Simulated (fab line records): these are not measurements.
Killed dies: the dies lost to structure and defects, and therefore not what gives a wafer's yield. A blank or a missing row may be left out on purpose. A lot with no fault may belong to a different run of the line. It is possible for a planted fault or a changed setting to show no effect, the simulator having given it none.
One fault through the eyes of 2 desks :: flow sfqLine :: numbers are kept per desk, each desk with only its own; the story behind them comes last

DESK OF THE TOOL OWNER: rieDiel-01
The tool's own readings at SFQ_TRILAYER_I7_VIA_BARC_OPEN_VIA_ETCH_260 (etches BARC in O2, target depth 125 nm, time 41.7 s): means of the sampled wafers that have a number, for each lot that ran on this tool. The brackets show how far a lot's mean lies from the usual mean; more than 4 standard deviations puts the lot out of limits, marked OUT.
Columns: A = drypumpMotorCurrentA at SFQ_TRILAYER_I7_VIA_BARC_OPEN_VIA_ETCH_260, usual 5.9 A; B = oesProductAu at SFQ_TRILAYER_I7_VIA_BARC_OPEN_VIA_ETCH_260, usual 0.684 a.u.; C = runLengthS at SFQ_TRILAYER_I7_VIA_BARC_OPEN_VIA_ETCH_260, usual 70.1 s
lot: L250
first seen here: day 77 03:38
A: 6.1
B: 0.686
C: 70.2

lot: L256
first seen here: day 78 03:29
A: 6.2
B: 0.685
C: 69.9

lot: L261
first seen here: day 83 07:08
A: 6.0
B: 0.685
C: 70.8

lot: L266
first seen here: day 87 23:07
A: 6.0
B: 0.676
C: 71.1

lot: L268
first seen here: day 88 05:01
A: 6.1
B: 0.682
C: 71.6

lot: L270
first seen here: day 88 08:29
A: 6.1
B: 0.676
C: 71.3
This desk found nothing out of limits on any of the 6 lots.

AT THE METROLOGY DESK
Means of the sampled wafers that have a number, per lot and without regard to the tool the lot ran on: this is what the gauges read. The brackets show how far a lot's mean lies from the usual mean; more than 4 standard deviations puts the lot out of limits, marked OUT.
Columns: A = I6_BOW at SFQ_I6_BOW_MEAS_941, usual 6 um
lot: L250
first seen here: day 72 01:16
A: 28

lot: L251
first seen here: day 72 10:52
A: -14

lot: L252
first seen here: day 72 14:25
A: 14

lot: L254
first seen here: day 72 18:30
A: 6

lot: L255
first seen here: day 77 07:30
A: 8

lot: L256
first seen here: day 77 10:31
A: 8

lot: L259
first seen here: day 78 13:41
A: 3

lot: L260
first seen here: day 78 18:34
A: 0

lot: L261
first seen here: day 78 21:34
A: -9

lot: L262
first seen here: day 78 22:41
A: 25

lot: L266
first seen here: day 80 06:35
A: 13

lot: L268
first seen here: day 80 14:49
A: -6

lot: L270
first seen here: day 80 20:51
A: 4

lot: L271
first seen here: day 80 21:34
A: 9

lot: L272
first seen here: day 81 00:35
A: -10
This desk found nothing out of limits on any of the 15 lots.

TAKEN TOGETHER
The desk of the tool owner found nothing out of limits.
Nothing out of limits was seen by the metrology desk.

WHAT THE SIMULATOR PUT IN
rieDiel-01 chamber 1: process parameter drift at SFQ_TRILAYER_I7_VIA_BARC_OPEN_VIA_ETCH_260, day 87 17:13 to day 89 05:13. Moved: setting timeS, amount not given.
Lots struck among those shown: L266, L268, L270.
